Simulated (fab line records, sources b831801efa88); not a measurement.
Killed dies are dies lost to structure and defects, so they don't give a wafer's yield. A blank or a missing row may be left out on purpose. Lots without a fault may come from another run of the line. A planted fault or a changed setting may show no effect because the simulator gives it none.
Chamber matching | flow gf180mcu | GF_V2_CMP_04 on cmp-01: 3 sister chambers
The step polishes SiO2. 3 wafers are shown with their chamber, then 4 later ones without.

WAFERS WITH THEIR CHAMBER
wafer  | chamber | motor_current_A (A)
L231.1 | 0       | 14.5
L233.2 | 2       | 14.6
L233.4 | 3       | 11.7

WAFERS WITHOUT THEIR CHAMBER
wafer  | motor_current_A (A)
L233.5 | 14.1
L242.3 | 13.9
L242.4 | 11.6
L246.4 | 14.6

WHICH CHAMBER EACH WENT THROUGH
wafer  | from the rows above     | in truth
L233.5 | can't be placed: 0 or 2 | 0
L242.3 | can't be placed: 0 or 2 | 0
L242.4 | 3                       | 3
L246.4 | can't be placed: 2 or 0 | 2
Placed correctly: 1 of 4. Can't be placed from these rows: 3 (the true chamber is among the candidates in 3). Placed wrongly: 0.
How it was worked out, from the rows above alone: a wafer's distance from a chamber is the root of the sum, over the readings, of the square of ((its reading less the chamber's mean) divided by the reading's scatter). The wafer belongs to the nearest chamber; if the next one is less than 2 further off, it can't be placed. A chamber's mean is the mean of its shown wafers. The scatter: with one shown wafer a chamber, the root of the mean of the squares of how far each hidden wafer lies from its nearest shown one.
